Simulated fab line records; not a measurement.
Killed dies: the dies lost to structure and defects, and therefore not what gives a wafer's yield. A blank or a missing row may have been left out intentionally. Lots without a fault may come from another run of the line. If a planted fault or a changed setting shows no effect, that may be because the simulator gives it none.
Which of the tools did it? + flow gf180mcu + Sampling: 24 lots, 72 wafers, 6 of 602 route steps

WHAT EACH GAUGE READ, for each wafer
GF_MIM_THK_MEAS_06. Usual: for MIM_CVD_05_THK the level is 42.0 nm and the standard deviation is 0.58.
| lot  | measured     | on           | MIM_CVD_05_THK (nm) | flag |
|------|--------------|--------------|---------------------|------|
| L074 | day 24 19:43 | filmMetro-01 | 40.9 41.6 41.5      |      |
| L075 | day 25 04:47 | filmMetro-04 | 41.8 41.2 42.3      |      |
| L076 | day 25 12:53 | filmMetro-01 | 41.7 41.9 41.8      |      |
| L077 | day 25 13:16 | filmMetro-01 | 41.9 41.8 42.3      |      |
| L078 | day 26 05:22 | filmMetro-02 | 41.8 42.2 41.9      |      |
| L079 | day 26 07:41 | filmMetro-04 | 40.7 42.1 41.7      |      |
| L080 | day 26 18:53 | filmMetro-01 | 42.3 42.5 42.4      |      |
| L081 | day 27 02:50 | filmMetro-02 | 41.0 42.0 42.1      |      |
| L082 | day 27 07:15 | filmMetro-04 | 42.4 42.1 42.9      |      |
| L083 | day 27 10:16 | filmMetro-01 | 42.2 42.6 42.3      |      |
| L084 | day 27 22:59 | filmMetro-01 | 42.2 42.2 42.5      |      |
| L085 | day 28 03:52 | filmMetro-01 | 42.3 41.5 42.7      |      |
| L086 | day 28 11:08 | filmMetro-04 | 40.8 41.7 42.2      |      |
| L087 | day 28 16:43 | filmMetro-01 | 42.4 42.7 43.0      |      |
| L088 | day 29 03:04 | filmMetro-01 | 41.1 41.7 41.3      |      |
| L089 | day 29 12:32 | filmMetro-01 | 41.2 41.6 41.3      |      |
| L090 | day 29 22:10 | filmMetro-02 | 41.6 42.5 43.0      |      |
| L091 | day 30 00:11 | filmMetro-04 | 41.3 41.8 41.9      |      |
| L092 | day 30 04:38 | filmMetro-04 | 40.7 41.6 42.2      |      |
| L093 | day 30 14:44 | filmMetro-04 | 41.9 42.1 42.5      |      |
| L094 | day 30 15:55 | filmMetro-02 | 42.4 42.2 42.7      |      |
| L095 | day 30 22:00 | filmMetro-02 | 42.1 41.8 42.8      |      |
| L096 | day 31 16:04 | filmMetro-02 | 41.1 42.7 42.0      |      |
| L097 | day 31 16:45 | filmMetro-04 | 42.2 43.1 43.3      |      |

GF_MIM_THK_MEAS_11: measures by xrf. Usual: for MIM_ALCU_THK the level is 201.0 nm and the standard deviation is 2.7.
| lot  | measured     | on           | MIM_ALCU_THK (nm) | flag |
|------|--------------|--------------|-------------------|------|
| L074 | day 24 19:59 | filmMetro-02 | 201.2 200.9 200.8 |      |
| L075 | day 25 05:04 | filmMetro-02 | 199.1 197.2 199.2 |      |
| L076 | day 25 13:10 | filmMetro-04 | 201.7 200.9 202.9 |      |
| L077 | day 25 13:33 | filmMetro-04 | 203.7 206.9 205.4 |      |
| L078 | day 26 05:38 | filmMetro-04 | 201.9 201.8 203.5 |      |
| L079 | day 26 07:58 | filmMetro-01 | 202.4 200.7 200.0 |      |
| L080 | day 26 19:10 | filmMetro-02 | 203.1 202.8 201.6 |      |
| L081 | day 27 03:07 | filmMetro-02 | 195.3 196.4 198.4 |      |
| L082 | day 27 07:32 | filmMetro-01 | 203.0 200.2 200.8 |      |
| L083 | day 27 10:33 | filmMetro-02 | 199.6 201.4 199.0 |      |
| L084 | day 27 23:16 | filmMetro-02 | 199.8 200.1 198.9 |      |
| L085 | day 28 04:08 | filmMetro-02 | 202.0 200.8 200.3 |      |
| L086 | day 28 11:25 | filmMetro-01 | 198.4 198.4 197.8 |      |
| L087 | day 28 16:59 | filmMetro-04 | 202.2 200.6 202.3 |      |
| L088 | day 29 03:20 | filmMetro-04 | 199.6 201.9 202.4 |      |
| L089 | day 29 12:49 | filmMetro-02 | 199.9 202.0 202.6 |      |
| L090 | day 29 22:26 | filmMetro-04 | 202.6 199.3 201.0 |      |
| L091 | day 30 00:28 | filmMetro-02 | 201.5 202.6 200.0 |      |
| L092 | day 30 04:55 | filmMetro-02 | 202.8 202.5 201.3 |      |
| L093 | day 30 15:01 | filmMetro-02 | 200.2 203.8 201.5 |      |
| L094 | day 30 16:12 | filmMetro-01 | 197.9 195.3 192.2 |      |
| L095 | day 30 22:17 | filmMetro-02 | 201.8 201.0 201.0 |      |
| L096 | day 31 16:20 | filmMetro-04 | 204.5 204.4 206.9 |      |
| L097 | day 31 17:02 | filmMetro-04 | 207.9 205.5 207.2 |      |

GF_V5_THK_MEAS_03. Usual: for V5_CVD_02_THK the level is 1460 nm and the standard deviation is 19.
| lot  | measured     | on           | V5_CVD_02_THK (nm) | flag |
|------|--------------|--------------|--------------------|------|
| L074 | day 26 15:45 | filmMetro-03 | 1441 1470 1496     |      |
| L075 | day 27 00:10 | filmMetro-01 | 1445 1460 1472     |      |
| L076 | day 27 08:22 | filmMetro-01 | 1446 1447 1478     |      |
| L077 | day 27 08:15 | filmMetro-02 | 1484 1455 1492     |      |
| L078 | day 27 23:24 | filmMetro-03 | 1474 1478 1489     |      |
| L079 | day 28 01:30 | filmMetro-01 | 1433 1462 1471     |      |
| L080 | day 28 12:46 | filmMetro-03 | 1444 1463 1457     |      |
| L081 | day 29 01:16 | filmMetro-03 | 1421 1458 1440     |      |
| L082 | day 29 01:31 | filmMetro-01 | 1448 1452 1484     |      |
| L083 | day 29 02:40 | filmMetro-01 | 1478 1465 1487     |      |
| L084 | day 29 15:38 | filmMetro-03 | 1454 1447 1477     |      |
| L085 | day 29 19:08 | filmMetro-01 | 1442 1442 1481     |      |
| L086 | day 30 02:34 | filmMetro-03 | 1431 1420 1448     |      |
| L087 | day 30 07:32 | filmMetro-03 | 1437 1463 1485     |      |
| L088 | day 30 18:48 | filmMetro-03 | 1453 1476 1479     |      |
| L089 | day 31 03:03 | filmMetro-02 | 1439 1464 1475     |      |
| L090 | day 31 12:05 | filmMetro-01 | 1441 1469 1463     |      |
| L091 | day 31 13:26 | filmMetro-01 | 1448 1454 1429     |      |
| L092 | day 31 17:34 | filmMetro-02 | 1469 1453 1468     |      |
| L093 | day 32 03:43 | filmMetro-02 | 1447 1461 1472     |      |
| L094 | day 32 05:02 | filmMetro-03 | 1431 1449 1422     |      |
| L095 | day 32 10:34 | filmMetro-01 | 1449 1419 1457     |      |
| L096 | day 33 02:19 | filmMetro-03 | 1430 1491 1489     |      |
| L097 | day 33 03:18 | filmMetro-03 | 1451 1507 1497     |      |

EACH LOT AND THE TOOL THAT RAN IT (in order: tool; ch and the chambers of the sampled wafers; start)
| lot  | GF_V4_SPUTTER_22            | GF_V4_CMP_26                  | GF_MIM_CVD_05                   |
|------|-----------------------------|-------------------------------|---------------------------------|
| L074 | pvdSputter-04, day 24 18:49 | cmp-02 ch 0,3, day 24 19:09   | pecvd-04 ch 0,1, day 24 19:40   |
| L075 | pvdSputter-03, day 25 03:50 | cmp-01 ch 0,1,2, day 25 04:14 | pecvd-02 ch 1,2, day 25 04:45   |
| L076 | pvdSputter-01, day 25 12:00 | cmp-01 ch 0,2, day 25 12:20   | pecvd-03 ch 0,1, day 25 12:52   |
| L077 | pvdSputter-03, day 25 12:23 | cmp-01 ch 0,1,2, day 25 12:43 | pecvd-02 ch 0,2, day 25 13:14   |
| L078 | pvdSputter-01, day 26 04:27 | cmp-01 ch 0,1, day 26 04:47   | pecvd-02 ch 0,1, day 26 05:19   |
| L079 | pvdSputter-01, day 26 06:47 | cmp-02 ch 0,1, day 26 07:10   | pecvd-04 ch 0,1,2, day 26 07:38 |
| L080 | pvdSputter-03, day 26 17:59 | cmp-02 ch 0,1,3, day 26 18:28 | pecvd-02 ch 0,1,2, day 26 18:50 |
| L081 | pvdSputter-03, day 27 01:56 | cmp-02 ch 1,2, day 27 02:17   | pecvd-04 ch 0,1, day 27 02:48   |
| L082 | pvdSputter-04, day 27 06:22 | cmp-01 ch 1,2, day 27 06:41   | pecvd-03 ch 0,2, day 27 07:13   |
| L083 | pvdSputter-03, day 27 09:21 | cmp-02 ch 0,1,3, day 27 09:50 | pecvd-04 ch 0,1,2, day 27 10:13 |
| L084 | pvdSputter-03, day 27 22:05 | cmp-01 ch 0,1,2, day 27 22:31 | pecvd-03 ch 0,1,2, day 27 22:57 |
| L085 | pvdSputter-01, day 28 02:58 | cmp-02 ch 1,2,3, day 28 03:25 | pecvd-03 ch 0,2, day 28 03:50   |
| L086 | pvdSputter-04, day 28 10:15 | cmp-01 ch 1,2,3, day 28 10:38 | pecvd-02 ch 0,2, day 28 11:07   |
| L087 | pvdSputter-04, day 28 15:49 | cmp-01 ch 1,2, day 28 16:11   | pecvd-04 ch 1,2, day 28 16:40   |
| L088 | pvdSputter-03, day 29 01:44 | cmp-01 ch 0,2,3, day 29 02:34 | pecvd-04 ch 1,2, day 29 03:02   |
| L089 | pvdSputter-04, day 29 11:38 | cmp-02 ch 0,1,3, day 29 11:58 | pecvd-04 ch 0,1, day 29 12:29   |
| L090 | pvdSputter-01, day 29 21:16 | cmp-02 ch 0,3, day 29 21:37   | pecvd-04 ch 0,1,2, day 29 22:08 |
| L091 | pvdSputter-01, day 29 23:16 | cmp-02 ch 0,3, day 29 23:40   | pecvd-03 ch 0,2, day 30 00:08   |
| L092 | pvdSputter-04, day 30 03:45 | cmp-02 ch 0,2,3, day 30 04:05 | pecvd-02 ch 0,1,2, day 30 04:37 |
| L093 | pvdSputter-04, day 30 13:47 | cmp-02 ch 0,1,2, day 30 14:10 | pecvd-02 ch 0,2, day 30 14:41   |
| L094 | pvdSputter-01, day 30 15:01 | cmp-02 ch 1,3, day 30 15:25   | pecvd-03 ch 1,2, day 30 15:53   |
| L095 | pvdSputter-03, day 30 21:07 | cmp-02 ch 1,2, day 30 21:26   | pecvd-02 ch 0,2, day 30 21:58   |
| L096 | pvdSputter-03, day 31 15:06 | cmp-02 ch 0,1,2, day 31 15:32 | pecvd-04 ch 0,2, day 31 15:57   |
| L097 | pvdSputter-03, day 31 15:51 | cmp-01 ch 0,3, day 31 16:14   | pecvd-02 ch 0,1,2, day 31 16:43 |
- GF_V4_SPUTTER_22: material TiN, target thk 10 nm, time 40 s.
- GF_V4_CMP_26: polishes, stops on SiO2, t overpolish 15 s, target thk 0 nm.
- GF_MIM_CVD_05: deposits Si3N4, target thk 42 nm, time 29.086 s.

WHAT THE TOOLS THEMSELVES READ (means of the sampled wafers that have a number; where no wafer has one, the mark that the record gives instead)
GF_V4_SPUTTER_22. Usual: cathodeDcPowerW 4000.0 W, standard deviation 0.71; throttleValvePct 30.5 %, standard deviation 0.98.
| lot  | tool          | cathodeDcPowerW (W) | throttleValvePct (%) | flag |
|------|---------------|---------------------|----------------------|------|
| L074 | pvdSputter-04 | 4000.2              | 30.0                 |      |
| L075 | pvdSputter-03 | 4000.1              | 30.5                 |      |
| L076 | pvdSputter-01 | 4000.4              | 30.1                 |      |
| L077 | pvdSputter-03 | 4000.6              | 30.8                 |      |
| L078 | pvdSputter-01 | 4000.5              | 30.1                 |      |
| L079 | pvdSputter-01 | 4000.0              | 30.2                 |      |
| L080 | pvdSputter-03 | 4000.9              | 31.0                 |      |
| L081 | pvdSputter-03 | 3999.6              | 30.7                 |      |
| L082 | pvdSputter-04 | 4000.1              | 30.1                 |      |
| L083 | pvdSputter-03 | 3998.6              | 31.2                 |      |
| L084 | pvdSputter-03 | 3999.8              | 30.9                 |      |
| L085 | pvdSputter-01 | 4000.3              | 30.9                 |      |
| L086 | pvdSputter-04 | 3999.8              | 30.7                 |      |
| L087 | pvdSputter-04 | 4000.7              | 29.7                 |      |
| L088 | pvdSputter-03 | 3999.4              | 30.3                 |      |
| L089 | pvdSputter-04 | 4000.2              | 30.3                 |      |
| L090 | pvdSputter-01 | 4000.0              | 28.6                 |      |
| L091 | pvdSputter-01 | 4000.5              | 31.4                 |      |
| L092 | pvdSputter-04 | 3999.6              | 30.5                 |      |
| L093 | pvdSputter-04 | 3999.8              | 30.8                 |      |
| L094 | pvdSputter-01 | 4000.3              | 29.3                 |      |
| L095 | pvdSputter-03 | 4000.8              | 30.4                 |      |
| L096 | pvdSputter-03 | 3999.7              | 30.5                 |      |
| L097 | pvdSputter-03 | 3999.5              | 31.2                 |      |

GF_V4_CMP_26. Usual: motorCurrentA 10.8 A, standard deviation 1; overpolishRunS 15.000 s, standard deviation 0.0088; platenRpm 59.99 rpm, standard deviation 0.037; timeToEndpointS 85 s, standard deviation 3.6.
| lot  | tool   | motorCurrentA (A) | overpolishRunS (s) | platenRpm (rpm) | timeToEndpointS (s) | flag |
|------|--------|-------------------|--------------------|-----------------|---------------------|------|
| L074 | cmp-02 | 11.1              | 15.002             | 60.03           | 86                  |      |
| L075 | cmp-01 | 10.3              | 14.997             | 60.02           | 89                  |      |
| L076 | cmp-01 | 10.1              | 14.997             | 60.01           | 88                  |      |
| L077 | cmp-01 | 10.3              | 15.007             | 59.99           | 90                  |      |
| L078 | cmp-01 | 10.5              | 14.993             | 59.99           | 89                  |      |
| L079 | cmp-02 | 10.7              | 14.994             | 60.02           | 85                  |      |
| L080 | cmp-02 | 11.1              | 14.998             | 60.02           | 86                  |      |
| L081 | cmp-02 | 11.4              | 15.001             | 59.98           | 86                  |      |
| L082 | cmp-01 | 10.3              | 14.997             | 59.99           | 91                  |      |
| L083 | cmp-02 | 10.8              | 14.996             | 60.02           | 79                  |      |
| L084 | cmp-01 | 10.3              | 15.008             | 59.96           | 89                  |      |
| L085 | cmp-02 | 11.8              | 14.995             | 59.98           | 79                  |      |
| L086 | cmp-01 | 10.0              | 14.997             | 60.02           | 87                  |      |
| L087 | cmp-01 | 10.3              | 14.993             | 59.98           | 87                  |      |
| L088 | cmp-01 | 9.7               | 14.998             | 59.98           | 85                  |      |
| L089 | cmp-02 | 10.8              | 15.009             | 60.02           | 83                  |      |
| L090 | cmp-02 | 11.0              | 15.005             | 59.98           | 80                  |      |
| L091 | cmp-02 | 10.9              | 15.000             | 59.94           | 85                  |      |
| L092 | cmp-02 | 11.6              | 15.000             | 59.99           | 86                  |      |
| L093 | cmp-02 | 11.7              | 14.998             | 59.99           | 85                  |      |
| L094 | cmp-02 | 11.4              | 15.005             | 59.99           | 86                  |      |
| L095 | cmp-02 | 11.6              | 15.010             | 60.02           | 81                  |      |
| L096 | cmp-02 | 11.6              | 14.991             | 60.00           | 88                  |      |
| L097 | cmp-01 | 9.9               | 14.998             | 59.98           | 83                  |      |

GF_MIM_CVD_05. Usual: heaterPowerW 599 W, standard deviation 86; susceptorTempC 385.02 C, standard deviation 0.24; tempMaxC 400.03 C, standard deviation 0.26.
| lot  | tool     | heaterPowerW (W) | susceptorTempC (C) | tempMaxC (C) | flag |
|------|----------|------------------|--------------------|--------------|------|
| L074 | pecvd-04 | 641              | 384.77             | 399.97       |      |
| L075 | pecvd-02 | 476              | 384.90             | 399.71       |      |
| L076 | pecvd-03 | 618              | 385.01             | 399.82       |      |
| L077 | pecvd-02 | 676              | 385.32             | 400.30       |      |
| L078 | pecvd-02 | 665              | 385.11             | 400.14       |      |
| L079 | pecvd-04 | 638              | 385.09             | 400.08       |      |
| L080 | pecvd-02 | 610              | 384.89             | 399.96       |      |
| L081 | pecvd-04 | 602              | 384.90             | 399.95       |      |
| L082 | pecvd-03 | 559              | 385.12             | 400.12       |      |
| L083 | pecvd-04 | 599              | 385.11             | 400.12       |      |
| L084 | pecvd-03 | 541              | 385.10             | 399.70       |      |
| L085 | pecvd-03 | 595              | 385.15             | 400.09       |      |
| L086 | pecvd-02 | 660              | 384.95             | 400.22       |      |
| L087 | pecvd-04 | 603              | 385.16             | 399.74       |      |
| L088 | pecvd-04 | 553              | 385.15             | 399.89       |      |
| L089 | pecvd-04 | 621              | 385.04             | 400.34       |      |
| L090 | pecvd-04 | 588              | 384.96             | 399.93       |      |
| L091 | pecvd-03 | 543              | 384.93             | 400.06       |      |
| L092 | pecvd-02 | 600              | 384.84             | 400.05       |      |
| L093 | pecvd-02 | 572              | 384.95             | 400.00       |      |
| L094 | pecvd-03 | 505              | 384.91             | 400.04       |      |
| L095 | pecvd-02 | 572              | 384.82             | 400.38       |      |
| L096 | pecvd-04 | 709              | 385.12             | 399.87       |      |
| L097 | pecvd-02 | 589              | 384.95             | 400.05       |      |

THE ANSWER, worked out from the rows above alone
Rule: take the mean of a lot's wafers that have a number; if it is more than 3 standard deviations from the usual mean, the lot is off. A lot without any number at a reading at which 4 lots or more have one is off too. Where the step has rows for the other lots, those lots are counted as sound. Order of review: gauges by route order, followed by the tools' own readings, for which a lot's mean as printed above is used. At the first step where some lot is off, the reading lying furthest off is the one used; lots without a number count as furthest.
No lot is off on any of the readings shown, so nothing can be concluded from this.

WHAT THE SIMULATOR HAD INSERTED
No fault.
